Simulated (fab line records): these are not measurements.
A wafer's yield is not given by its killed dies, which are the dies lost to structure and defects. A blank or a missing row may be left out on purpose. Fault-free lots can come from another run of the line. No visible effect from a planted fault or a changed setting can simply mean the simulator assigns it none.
A struck lot beside a sound one :: flow sky130 :: 16 out of 708 route steps
Sound: wafers L255.1, L255.3, L255.6. Wafers struck: L247.1, L247.3, L247.6. The cause comes at the end.
For every step that has rows: the tool of each side, followed by ch and its chambers, followed by its first start. Under that, the readings that differ: sound wafers :: struck wafers :: difference of the means :: sigmas: that difference in standard deviations of wafers without a fault.
alike: readings whose means differ by less than 2 such deviations, and words and numbers that are the same on both sides. not compared: withheld readings, readings that some wafer has no value for, bounds like >300 that may hide the same value, and numbers for which the record gives no deviation and whose values overlap.
Wherever a step has rows on one side only, a row that says differs or no value, or a row with sigmas, the two part there. Non-overlapping numbers with no deviation appear without sigmas and do not part them. A reading that every wafer of one side lacks parts them only if that side has two wafers or more.

first, 3 steps without rows for these wafers: SKY_METAL2_EXPOSE_12 (exposes mask MM2, target cd 140 nm); SKY_METAL2_PEB_13; SKY_METAL2_DEVELOP_14 (develop time 60 s).
SKY_METAL2_CD_MEAS_15: the cd target is 140 nm.
  struck on cd sem-02, day 37 11:08; sound on cd sem-01, day 40 20:05
  alike: cd nm
SKY_METAL2_OVL_MEAS_16:
  struck on overlay-01, day 37 11:16; sound on overlay-01, day 40 20:13
  alike: METAL2_OVL
SKY_METAL2_DESCUM_17: chemistry O2, time 8 s.
  sound on rie metal-03 ch 1, day 40 20:14; struck on rie metal-02 ch 0,1, day 37 11:17
reading: oes product au (a.u.)
sound: 0.984 0.996 0.989
struck: 1.007 1.010 0.998
difference: +0.015
sigmas: +2
  alike: drypump motor current A
  not compared: rf hours counter h
SKY_METAL2_ETCH_18: etches BARC in N2/H2, stops on SiO2, time 45.9 s, target depth 60 nm.
  sound on rie metal-03 ch 1, day 40 20:19; struck on rie metal-02 ch 0,1, day 37 11:19
  alike: drypump motor current A, oes product au, throttle valve pct
  not compared: rf hours counter h
SKY_METAL2_METAL_ETCH_19: etches the open film in Cl2/BCl3, stops on SiO2, target depth 360 nm, time 78 s.
  sound on rie metal-03 ch 1, day 40 20:26; struck on rie metal-02 ch 0,1, day 37 11:23
  alike: drypump motor current A, oes product au, throttle valve pct
  not compared: rf hours counter h
SKY_METAL2_STRIP_20: strips in O2/N2.
  sound on plasma asher-04 ch 1, day 40 20:37; struck on plasma asher-02 ch 0,1, day 37 11:29
  alike: drypump motor current A, oes product au, strip time to endpoint s
  not compared: rf hours counter h
then, 3 steps without rows for these wafers: SKY_METAL2_STRIP_21 (strips in post etch residue remover, time 1200 s); SKY_METAL2_CLEAN_22 (cleans in IPA, time 180 s); SKY_METAL2_CLEAN_23 (cleans in O3/DIW).
SKY_VIA2_HDPCVD_00: deposits SiO2, target thk 1180 nm, time 196.7 s.
  sound on hdpcvd-02 ch 0,1,2, day 40 21:21; struck on hdpcvd-01 ch 1,2, day 37 13:22
reading: run length s (s)
sound: 225.2 224.4 224.5
struck: 255.6 255.7 255.7
difference: +31.0
sigmas: +61

reading: model.SiO2_of_VIA2_HDPCVD_00.thk nm (nm)
sound: 1203 1206 1189
struck: 1351 1365 1372
difference: +163
sigmas: 
SKY_VIA2_THK_MEAS_01:
  struck on film metro-01, day 37 13:44; sound on film metro-01, day 40 21:29
reading: VIA2_HDPCVD_THK (nm)
sound: 1203 1207 1190
struck: 1352 1364 1371
difference: +162
sigmas: +17
  not compared: hold
SKY_VIA2_CMP_02: polishes SiO2.
  sound on cmp-02 ch 0,1, day 40 21:32; struck on cmp-01 ch 2,3, day 37 19:43
reading: hold
sound: - - -
struck: await dispo/5.1h/release await dispo/5.1h/release await dispo/5.1h/release
difference: no value on the sound wafers
sigmas: 
  alike: motor current A, retaining ring pressure frac
-- the record jumps here: 10 days lie between the struck wafers' starts before and after (it left off in module VIA2 and takes up again in module PAD_OPEN, whose first step shown is number 708 of the route) --
SKY_PAD_OPEN_PROBE_99:
  struck on prober-01, day 47 16:05; sound on prober-01, day 50 02:48
  alike: defect limited yield, killed_at_M0_to_M3, killed_at_M4_up, killed at contacts, killed at front end, killed at other, killed dies, killed open, killed short, sort_bin_3_pad_short, sort_bin_5_function, sort_bin_6_memory, sort n pass, sort yield pct

## WHERE THEY PART
Earliest at SKY_METAL2_DESCUM_17; latest, in this record, at SKY_VIA2_CMP_02. Later steps at which nothing parts them and some readings are alike: SKY_PAD_OPEN_PROBE_99.

WHY: what the simulator had put in
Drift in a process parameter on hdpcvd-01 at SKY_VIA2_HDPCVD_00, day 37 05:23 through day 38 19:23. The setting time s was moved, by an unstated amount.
